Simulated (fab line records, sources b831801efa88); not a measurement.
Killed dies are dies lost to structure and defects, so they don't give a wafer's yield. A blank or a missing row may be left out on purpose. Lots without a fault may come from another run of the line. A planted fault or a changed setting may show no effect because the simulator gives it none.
A struck lot beside a sound one | flow sky130 | 16 steps out of a route of 708
Sound: wafers L702.3, L702.5, L702.6. Struck: wafers L711.2, L711.4, L711.6. The cause comes at the end.
At each step with rows: each side's tool, then ch and its chambers, then its first start. Under that, the readings that differ: sound wafers | struck wafers | difference of the means | sigmas: that difference in standard deviations of wafers without a fault.
alike: readings whose means differ by less than 2 such deviations, and words and numbers that are the same on both sides. not compared: withheld readings, readings that some wafer has no value for, bounds like >300 that may hide the same value, and numbers for which the record gives no deviation and whose values overlap.
The two part at a step that has a row with sigmas, a row that says differs or no value, or rows on one side only. Numbers that don't overlap but have no deviation are shown without sigmas and don't part them. A reading that every wafer of one side lacks parts them only if that side has two wafers or more.

SKY_VIA3_BOW_MEAS_03:
  sound on film_metro-01, day 41 12:46; struck on film_metro-01, day 43 16:31
  alike: VIA3_BOW
then, 8 steps without rows for these wafers: SKY_VIA3_DEHYDRATE_04 (time 60 s); SKY_VIA3_HMDS_05 (prime time 60 s); SKY_VIA3_COAT_06 (resist thk 60 nm); SKY_VIA3_COAT_07 (resist thk 450 nm); SKY_VIA3_SOFTBAKE_08 (time 90 s); SKY_VIA3_EXPOSE_09 (exposes mask VIM3, target cd 200 nm); SKY_VIA3_PEB_10; SKY_VIA3_DEVELOP_11 (develop time 60 s).
SKY_VIA3_CD_MEAS_12: target cd 200 nm.
  sound on cd_sem-01, day 42 11:58; struck on cd_sem-01, day 44 14:56
  alike: cd_nm
SKY_VIA3_OVL_MEAS_13:
  sound on overlay-02, day 42 12:04; struck on overlay-02, day 44 15:03
  alike: VIA3_OVL
SKY_VIA3_ETCH_14: etches BARC in N2/H2, stops on SiO2, time 45.9 s, target depth 60 nm.
  sound on rie_diel-03 ch 0,1,3, day 42 12:05; struck on rie_diel-03 ch 0,3, day 44 15:05
  alike: drypump_motor_current_A, oes_product_au, throttle_valve_pct
  not compared: rf_hours_counter_h
SKY_VIA3_ETCH_15: etches SiO2 in C4F8/O2/Ar, stops on TiN, target depth 507 nm, time 78 s.
  sound on rie_diel-03 ch 0,1,3, day 42 12:08; struck on rie_diel-03 ch 0,3, day 44 15:07
  reading                                     | sound             | struck            | difference | sigmas
  oes_product_au (a.u.)                       | 0.938 0.941 0.947 | 0.733 0.735 0.727 | -0.210     | -48
  model.etch.depth_nm (nm)                    | 463.7 464 465.3   | 292.2 295 291.8   | -171.3     |
  model.VIA3.feature_depth_nm (nm)            | 463.7 464 465.3   | 292.2 295 291.8   | -171.3     |
  model.KrF-thick_of_VIA3_COAT_07.thk_nm (nm) | 289.7 290.2 287.6 | 334.3 334.9 335   | +45.6      |
  not compared: rf_hours_counter_h
SKY_VIA3_STRIP_16: strips in O2/N2.
  sound on plasma_asher-01 ch 0,1, day 42 12:13; struck on plasma_asher-04 ch 0,1, day 44 15:11
  reading                      | sound             | struck            | difference | sigmas
  oes_product_au (a.u.)        | 0.398 0.397 0.405 | 0.419 0.425 0.428 | +0.024     | +6
  strip_time_to_endpoint_s (s) | 4.112 4.123 4.101 | 4.585 4.580 4.586 | +0.472     | +19
  alike: drypump_motor_current_A
  not compared: rf_hours_counter_h
then, 1 step without rows for these wafers: SKY_VIA3_STRIP_17 (strips in post etch residue remover, time 1200 s).
-- the record jumps here: 5 days lie between the struck wafers' starts before and after (it left off in module VIA3 and takes up again in module PAD_OPEN, whose first step shown is number 708 of the route) --
SKY_PAD_OPEN_PROBE_99:
  the record has rows for the struck wafers here (prober-01, day 49 22:56) and none for the sound ones

WHERE THEY PART
First at SKY_VIA3_ETCH_15; last, within this record, at SKY_PAD_OPEN_PROBE_99.

WHY: what the simulator had put in
Process parameter drift: rie_diel-03, from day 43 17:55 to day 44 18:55, at SKY_VIA3_ETCH_15. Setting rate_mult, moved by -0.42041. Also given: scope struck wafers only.
